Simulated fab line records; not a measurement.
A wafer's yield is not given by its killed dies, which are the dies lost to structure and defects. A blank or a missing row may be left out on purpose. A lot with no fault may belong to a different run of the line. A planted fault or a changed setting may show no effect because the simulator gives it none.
A struck lot beside a sound one || flow sky130 || 16 out of 708 route steps
Sound: these wafers, L785.1, L785.3, L785.5. Wafers L796.2, L796.4, L796.5 were the ones struck. The cause comes at the end.
For every step that has rows: the tool of each side, followed by ch and its chambers, followed by its first start. Under that, the readings that differ: sound wafers || struck wafers || difference of the means || sigmas: that difference in standard deviations of wafers without a fault.
alike: readings whose means differ by less than 2 such deviations, and words and numbers that are the same on both sides. not compared: withheld readings, readings that some wafer has no value for, bounds like >300 that may hide the same value, and numbers for which the record gives no deviation and whose values overlap.
The two part at a step that has a row with sigmas, a row that says differs or no value, or rows on one side only. Numbers that have no deviation but don't overlap get no sigmas and don't part them. A reading missing from all wafers of one side parts the sides only when that side holds two or more wafers.

first, 2 steps without rows for these wafers: SKY_METAL4_PEB_11; SKY_METAL4_DEVELOP_12 (develop time 60 s).
SKY_METAL4_CD_MEAS_13: the cd target is 300 nm.
  sound: cd-sem-02 at day 43 22:31; struck: cd-sem-02 at day 46 01:29
  alike: cd-nm
SKY_METAL4_OVL_MEAS_14:
  sound: overlay-01 at day 43 22:38; struck: overlay-01 at day 46 01:35
  alike: METAL4_OVL
SKY_METAL4_DESCUM_15: chemistry O2, time 8 s.
  sound on rie-metal-04 ch 0,1, day 43 22:41; struck on rie-metal-04 ch 0,1, day 46 01:37
  alike: drypump-motor-current-A, oes-product-au
  not compared: rf-hours-counter-h
SKY_METAL4_ETCH_16: etches BARC in N2/H2, stops on SiO2, time 88.2 s, target depth 60 nm.
  sound on rie-metal-04 ch 0,1, day 43 22:43; struck on rie-metal-04 ch 0,1, day 46 01:39
  alike: drypump-motor-current-A, oes-product-au, throttle-valve-pct
  not compared: rf-hours-counter-h
SKY_METAL4_ETCH_17: etches SiO2 in C4F8/O2/Ar, stops on TiN, time 3.9 s, target depth 15 nm.
  sound on rie-diel-04 ch 0,1, day 43 22:49; struck on rie-diel-03 ch 1,2, day 46 01:45
  alike: oes-product-au
  not compared: rf-hours-counter-h
then, 1 step without rows for these wafers: SKY_METAL4_METAL_ETCH_18 (etches the open film in Cl2/BCl3, stops on SiO2, target depth 845 nm, time 183.1 s).
SKY_METAL4_STRIP_19: strips in O2/N2.
  sound on plasma-asher-03 ch 0,1, day 43 23:00; struck on plasma-asher-03 ch 0,1, day 46 01:56
  alike: drypump-motor-current-A, oes-product-au, strip-time-to-endpoint-s
  not compared: rf-hours-counter-h
then, 3 steps without rows for these wafers: SKY_METAL4_STRIP_20 (strips in post etch residue remover, time 1200 s); SKY_METAL4_CLEAN_21 (cleans in IPA, time 180 s); SKY_METAL4_CLEAN_22 (cleans in O3/DIW).
SKY_VIA4_HDPCVD_00: deposits SiO2, target thk 1750 nm, time 291.7 s.
  sound on hdpcvd-02 ch 1,2, day 43 23:36; struck on hdpcvd-01 ch 0,1,2, day 46 02:34
{"reading": "sih4-flow-sccm (sccm)", "sound": "60.06 60.01 60.21", "struck": "89.94 89.97 89.91", "difference": "+29.85", "sigmas": "+99 or more"}
{"reading": "model.SiO2_of_VIA4_HDPCVD_00.thk-nm (nm)", "sound": "1783 1752 1758", "struck": "2624 2609 2661", "difference": "+867", "sigmas": ""}
SKY_VIA4_THK_MEAS_01:
  sound: film-metro-02 at day 43 23:47; struck: film-metro-02 at day 46 02:45
{"reading": "VIA4_HDPCVD_THK (nm)", "sound": "1783 1753 1757", "struck": "2624 2609 2661", "difference": "+867", "sigmas": "+36"}
SKY_VIA4_CMP_02: polishes SiO2.
  sound on cmp-01 ch 1,2,3, day 43 23:53; struck on cmp-02 ch 2,3, day 46 02:48
  alike: edge-zone-pressure-frac, motor-current-A
-- the record jumps here: 3 days lie between the struck wafers' starts before and after (it left off in module VIA4 and takes up again in module PAD_OPEN, whose first step shown is number 708 of the route) --
SKY_PAD_OPEN_PROBE_99:
  record: rows for the struck wafers here (prober-02, day 49 13:00), none for the sound ones

## WHERE THEY PART
First at SKY_VIA4_HDPCVD_00; last, within this record, at SKY_PAD_OPEN_PROBE_99.

WHY: whatever the simulator had introduced
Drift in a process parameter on hdpcvd-01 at SKY_VIA4_HDPCVD_00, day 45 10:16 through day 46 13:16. Setting sih4-flow-sccm shifted by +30 from 60. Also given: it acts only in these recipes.
